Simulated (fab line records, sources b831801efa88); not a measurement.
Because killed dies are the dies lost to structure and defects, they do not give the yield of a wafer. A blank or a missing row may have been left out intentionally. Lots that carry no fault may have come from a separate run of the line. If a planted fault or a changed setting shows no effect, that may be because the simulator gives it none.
The tool behind it: which one? | flow gf180mcu | Sampling: 11 lots, 33 wafers, 5 of 602 route steps

## WHAT THE GAUGES SHOWED, per wafer
GF_V3_OVL_MEAS_15. Usual: V3_OVL typically reads -3 nm, with standard deviation 5.2.
lot  | measured     | on         | V3_OVL (nm) | flag
L557 | day 22 04:07 | overlay-02 | -6 -14 -14  |
L559 | day 23 00:10 | overlay-01 | -6 -2 3     |
L560 | day 23 14:08 | overlay-01 | -8 -1 -6    |
L561 | day 24 00:31 | overlay-02 | 0 -4 -1     |
L563 | day 24 22:35 | overlay-01 | 0 1 -4      |
L564 | day 25 03:44 | overlay-01 | -7 -6 -3    |
L570 | day 26 22:26 | overlay-02 | 2 -3 -2     |
L574 | day 28 00:26 | overlay-01 | -10 -9 -13  |
L577 | day 28 21:53 | overlay-02 | 1 0 0       |
L578 | day 29 15:41 | overlay-02 | 6 7 5       |
L580 | day 29 18:31 | overlay-01 | -5 0 -2     |

GF_M4_RS_MEAS_05: measurement is done with a four-point probe. Usual: M4_ALCU_RS typically reads 0.0697 ohm/sq, with standard deviation 0.00069.
lot  | measured     | on            | M4_ALCU_RS (ohm/sq)  | flag
L557 | day 22 05:46 | film_metro-01 | 0.0700 0.0706 0.0703 |
L559 | day 23 01:48 | film_metro-01 | 0.0696 0.0700 0.0693 |
L560 | day 23 15:44 | film_metro-04 | 0.0702 0.0698 0.0694 |
L561 | day 24 02:09 | film_metro-02 | 0.0699 0.0700 0.0702 |
L563 | day 25 00:29 | film_metro-02 | 0.0724 0.0724 0.0726 | OFF
L564 | day 25 05:29 | film_metro-04 | 0.0725 0.0718 0.0722 | OFF
L570 | day 27 00:04 | film_metro-01 | 0.0692 0.0694 0.0697 |
L574 | day 28 02:05 | film_metro-01 | 0.0715 0.0719 0.0715 |
L577 | day 28 23:42 | film_metro-04 | 0.0694 0.0692 0.0695 |
L578 | day 29 17:19 | film_metro-01 | 0.0685 0.0689 0.0691 |
L580 | day 29 20:10 | film_metro-01 | 0.0706 0.0705 0.0702 |

GF_M4_THK_MEAS_06: measures by xrf. Usual: M4_ALCU_THK typically reads 455 nm, with standard deviation 5.1.
lot  | measured     | on            | M4_ALCU_THK (nm) | flag
L557 | day 22 05:53 | film_metro-01 | 460 454 456      |
L559 | day 23 01:54 | film_metro-01 | 454 452 455      |
L560 | day 23 15:52 | film_metro-04 | 450 449 456      |
L561 | day 24 02:16 | film_metro-02 | 452 452 448      |
L563 | day 25 00:36 | film_metro-02 | 440 440 439      | OFF
L564 | day 25 05:35 | film_metro-04 | 439 443 441      |
L570 | day 27 00:10 | film_metro-01 | 459 459 455      |
L574 | day 28 02:12 | film_metro-01 | 440 438 441      | OFF
L577 | day 28 23:49 | film_metro-04 | 454 455 455      |
L578 | day 29 17:26 | film_metro-01 | 461 460 456      |
L580 | day 29 20:16 | film_metro-01 | 450 449 451      |

## TOOL THAT RAN EACH LOT (tool first, then ch and the chambers of the sampled wafers, then the start)
lot  | GF_V3_SPUTTER_21             | GF_M4_SPUTTER_02
L557 | pvd_sputter-02, day 22 04:51 | pvd_sputter-04, day 22 05:41
L559 | pvd_sputter-04, day 23 00:51 | pvd_sputter-01, day 23 01:40
L560 | pvd_sputter-02, day 23 14:49 | pvd_sputter-01, day 23 15:39
L561 | pvd_sputter-02, day 24 01:13 | pvd_sputter-01, day 24 02:02
L563 | pvd_sputter-02, day 24 23:19 | pvd_sputter-01, day 25 00:23
L564 | pvd_sputter-04, day 25 04:25 | pvd_sputter-01, day 25 05:22
L570 | pvd_sputter-01, day 26 23:08 | pvd_sputter-04, day 26 23:57
L574 | pvd_sputter-04, day 28 01:08 | pvd_sputter-04, day 28 01:57
L577 | pvd_sputter-01, day 28 22:37 | pvd_sputter-03, day 28 23:35
L578 | pvd_sputter-02, day 29 16:23 | pvd_sputter-01, day 29 17:13
L580 | pvd_sputter-04, day 29 19:13 | pvd_sputter-01, day 29 20:02
- GF_V3_SPUTTER_21: material Ti, target thk 15 nm, time 80.02 s.
- GF_M4_SPUTTER_02: material AlCu, target thk 450 nm, time 23.9 s.

## WHAT THE TOOLS THEMSELVES READ (means of the sampled wafers that have a number; where no wafer has one, the mark that the record gives instead)
GF_V3_SPUTTER_21. Usual: chamber_pressure_pa 5.001 Pa, standard deviation 0.0097; throttle_valve_pct 30.4 %, standard deviation 0.99.
lot  | tool           | chamber_pressure_pa (Pa) | throttle_valve_pct (%) | flag
L557 | pvd_sputter-02 | 5.014                    | 30.8                   |
L559 | pvd_sputter-04 | 4.994                    | 30.5                   |
L560 | pvd_sputter-02 | 4.996                    | 30.0                   |
L561 | pvd_sputter-02 | 4.994                    | 30.0                   |
L563 | pvd_sputter-02 | 5.004                    | 30.6                   |
L564 | pvd_sputter-04 | 5.002                    | 30.6                   |
L570 | pvd_sputter-01 | 4.997                    | 30.2                   |
L574 | pvd_sputter-04 | 5.001                    | 30.7                   |
L577 | pvd_sputter-01 | 4.993                    | 31.1                   |
L578 | pvd_sputter-02 | 4.999                    | 31.0                   |
L580 | pvd_sputter-04 | 5.004                    | 30.6                   |

GF_M4_SPUTTER_02. Usual: chamber_pressure_pa 0.4000 Pa, standard deviation 0.00073; throttle_valve_pct 30.4 %, standard deviation 0.85.
lot  | tool           | chamber_pressure_pa (Pa) | throttle_valve_pct (%) | flag
L557 | pvd_sputter-04 | 0.4003                   | 31.0                   |
L559 | pvd_sputter-01 | 0.3995                   | 30.6                   |
L560 | pvd_sputter-01 | 0.4002                   | 29.8                   |
L561 | pvd_sputter-01 | 0.3989                   | 29.2                   |
L563 | pvd_sputter-01 | 0.4454                   | 29.5                   | OFF
L564 | pvd_sputter-01 | 0.4452                   | 28.8                   | OFF
L570 | pvd_sputter-04 | 0.3995                   | 30.6                   |
L574 | pvd_sputter-04 | 0.4009                   | 30.9                   |
L577 | pvd_sputter-03 | 0.4001                   | 29.7                   |
L578 | pvd_sputter-01 | 0.3989                   | 29.3                   |
L580 | pvd_sputter-01 | 0.4006                   | 31.2                   |

## THE ANSWER, worked out from the rows above alone
Rule: lot off if the mean of its wafers having a number is beyond 3 standard deviations from the usual mean. Also off: a lot with no number at a reading for which 4 or more lots have one. Where the step has rows for the other lots, those lots are counted as sound. First the gauges in route order, then the tools' own readings, where a lot's mean is used as printed above. At the first step where some lot is off, the reading lying furthest off is the one used; lots without a number count as furthest.
Off: L563, L564, at GF_M4_RS_MEAS_05 (M4_ALCU_RS).
If a tool, at a process step before that reading, ran all the lots that are off and no sound lot after the first of them, it fits. The gauges at GF_M4_RS_MEAS_05 aren't tried: what is off there is off at GF_M4_SPUTTER_02 too, on other tools, and a gauge's error can't cause that. No candidate that was tried fits.

## WHAT THE SIMULATOR HAD PUT IN
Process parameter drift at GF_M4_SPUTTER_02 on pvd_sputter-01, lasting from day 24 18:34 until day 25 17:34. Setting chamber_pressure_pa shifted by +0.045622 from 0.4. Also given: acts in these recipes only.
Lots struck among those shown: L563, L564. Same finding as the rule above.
